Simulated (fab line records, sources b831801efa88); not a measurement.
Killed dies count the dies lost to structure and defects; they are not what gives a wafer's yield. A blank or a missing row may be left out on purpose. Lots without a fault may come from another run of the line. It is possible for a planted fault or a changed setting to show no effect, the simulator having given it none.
A lot that was struck, set against a sound lot -- flow gf180mcu -- 37 out of 602 route steps
Sound: the wafers L924.2, L924.4, L924.5. Struck: wafers L939.4, L939.5. The cause is given at the end.
For every step that has rows: the tool of each side, followed by ch and its chambers, followed by its first start. Under that, the readings that differ: sound wafers -- struck wafers -- difference of the means -- sigmas: that difference in standard deviations of wafers without a fault.
alike: a reading whose means differ by less than 2 such deviations, as well as words and numbers matching on both sides. not compared: withheld readings; readings where some wafer has no value; bounds like >300 that might hide an equal value; numbers whose values overlap and for which the record gives no deviation.
Wherever a step has rows on one side only, a row that says differs or no value, or a row with sigmas, the two part there. When numbers do not overlap yet have no deviation, they are printed without sigmas and do not part them. A reading that every wafer of one side lacks parts them only if that side has two wafers or more.

first, 2 steps without rows for these wafers: GF_M2_PEB_12 (peb time 90 s); GF_M2_DEVELOP_13 (develop time 60 s).
GF_M2_CD_MEAS_14: target cd 280 nm.
  sound on cd sem-02, day 21 07:11; struck on cd sem-01, day 26 07:11
  alike: cd nm
GF_M2_OVL_MEAS_15:
  sound on overlay-01, day 21 07:18; struck on overlay-01, day 26 07:16
  alike: M2_OVL
then, 1 step without rows for these wafers: GF_M2_METAL_ETCH_16 (etches the open film in Cl2/BCl3, stops on SiO2, target depth 627.5 nm, time 104.6 s).
GF_M2_STRIP_17: strips in O2/N2.
  sound on plasma asher-01 ch 0,1, day 21 07:26; struck on plasma asher-02 ch 0,1, day 26 07:26
  alike: drypump motor current A, heater power w, oes product au, strip time to endpoint s
  not compared: rf hours counter h
then, 3 steps without rows for these wafers: GF_M2_STRIP_18 (strips in post etch residue remover, time 1200 s); GF_M2_CLEAN_19 (cleans in DIW); GF_V2_CVD_00 (deposits SiO2, target thk 600 nm, time 100 s).
GF_V2_THK_MEAS_01:
  sound on film metro-01, day 21 08:04; struck on film metro-02, day 26 08:03
  alike: V2_CVD_00_THK
then, 1 step without rows for these wafers: GF_V2_CVD_02 (deposits SiO2 from TEOS, target thk 850 nm, time 94.851 s).
GF_V2_THK_MEAS_03:
  sound on film metro-02, day 21 08:12; struck on film metro-04, day 26 08:11
  alike: V2_CVD_02_THK
GF_V2_CMP_04: polishes SiO2.
  sound on cmp-01 ch 0,1,3, day 21 08:21; struck on cmp-02 ch 1, day 26 08:13
reading,sound,struck,difference,sigmas
time to endpoint s (s),80 78 93,107 98,+19,+3
model.SiO2_of_V2_CVD_02.thk nm (nm),633.1 631.6 635.3,710.5 704.1,+74.0,
  alike: motor current A
GF_V2_BOW_MEAS_05:
  sound on film metro-01, day 21 08:34; struck on film metro-04, day 26 08:35
  alike: V2_BOW
then, 8 steps without rows for these wafers: GF_V2_DEHYDRATE_06 (time 60 s); GF_V2_HMDS_07 (prime time 60 s); GF_V2_COAT_08; GF_V2_COAT_09 (resist thk 1000 nm); GF_V2_SOFTBAKE_10 (time 60 s); GF_V2_EXPOSE_11 (exposes mask Via2, target cd 260 nm); GF_V2_PEB_12 (peb time 90 s); GF_V2_DEVELOP_13 (develop time 60 s).
GF_V2_CD_MEAS_14: target cd 260 nm.
  sound on cd sem-01, day 22 08:29; struck on cd sem-02, day 27 05:11
  alike: cd nm
GF_V2_OVL_MEAS_15:
  sound on overlay-01, day 22 08:35; struck on overlay-02, day 27 05:16
reading,sound,struck,difference,sigmas
V2_OVL (nm),3 0 1,-15 -15,-16,-2
then, 1 step without rows for these wafers: GF_V2_ETCH_16 (etches BARC in N2/H2).
GF_V2_ETCH_17: etches SiO2 in C4F8/O2/Ar, stops on TiN, target depth 630 nm.
  sound: rie diel-01 ch 0,1,3; struck: rie diel-02 ch 3
reading,sound,struck,difference,sigmas
oes product au (a.u.),0.855 0.853 0.862,0.915 0.904,+0.053,+13
model.etch.depth nm (nm),633.1 631.6 635.3,710.5 704.1,+74.0,
model.V2.feature depth nm (nm),633.1 631.6 635.3,710.5 704.1,+74.0,
GF_V2_STRIP_18: strips in O2/N2.
  sound on plasma asher-04 ch 1, day 22 08:45; struck on plasma asher-04 ch 0, day 27 05:27
reading,sound,struck,difference,sigmas
heater power w (W),388 385 384,322 326,-62,-2
  alike: drypump motor current A, oes product au
  not compared: rf hours counter h
then, 2 steps without rows for these wafers: GF_V2_STRIP_19 (strips in post etch residue remover, time 1200 s); GF_V2_CLEAN_20 (cleans in DIW).
GF_V2_SPUTTER_21: material Ti, target thk 15 nm, time 80.02 s.
  sound on pvd sputter-01, day 22 09:17; struck on pvd sputter-04, day 27 05:57
  alike: throttle valve pct
GF_V2_SPUTTER_22: material TiN, target thk 10 nm, time 40 s.
  sound on pvd sputter-01, day 22 09:21; struck on pvd sputter-04, day 27 06:01
  alike: throttle valve pct
GF_V2_CVD_23: deposits W, target thk 350 nm, time 104.94 s.
  sound on cvd w-02 ch 0,1, day 22 09:23; struck on cvd w-01 ch 1, day 27 06:05
  alike: heater power w
GF_V2_RS_MEAS_24: measures by four-point-probe.
  sound on film metro-04, day 22 09:31; struck on film metro-04, day 27 06:13
  alike: V2_W_RS
GF_V2_THK_MEAS_25: measures by xrf.
  sound on film metro-04, day 22 09:38; struck on film metro-04, day 27 06:19
reading,sound,struck,difference,sigmas
V2_W_THK (nm),345 341 347,360 357,+14,+2
GF_V2_CMP_26: polishes, stops on SiO2, t overpolish 15 s, target thk 0 nm.
  sound on cmp-02 ch 0,1,2, day 22 09:47; struck on cmp-02 ch 2,3, day 27 06:20
reading,sound,struck,difference,sigmas
model.SiO2_of_V2_CVD_02.thk nm (nm),629.3 627.8 631.5,706.7 700.3,+74.0,
  alike: motor current A
then, 1 step without rows for these wafers: GF_M3_SPUTTER_00 (material Ti, target thk 37.5 nm, time 150 s).
-- the record jumps here: 7 days lie between the struck wafers' starts before and after (it left off in module M3 and takes up again in module PASSIVATION, whose first step shown is number 602 of the route) --
GF_PASSIVATION_PROBE_99:
  rows exist in the record for the struck wafers here (prober-02, day 34 11:35), but not for the sound ones

== WHERE THEY PART ==
Earliest at GF_V2_CMP_04; latest, in this record, at GF_PASSIVATION_PROBE_99.

WHY: what the simulator had put in
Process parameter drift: cmp-02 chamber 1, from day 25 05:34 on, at GF_V2_CMP_04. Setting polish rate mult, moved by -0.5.
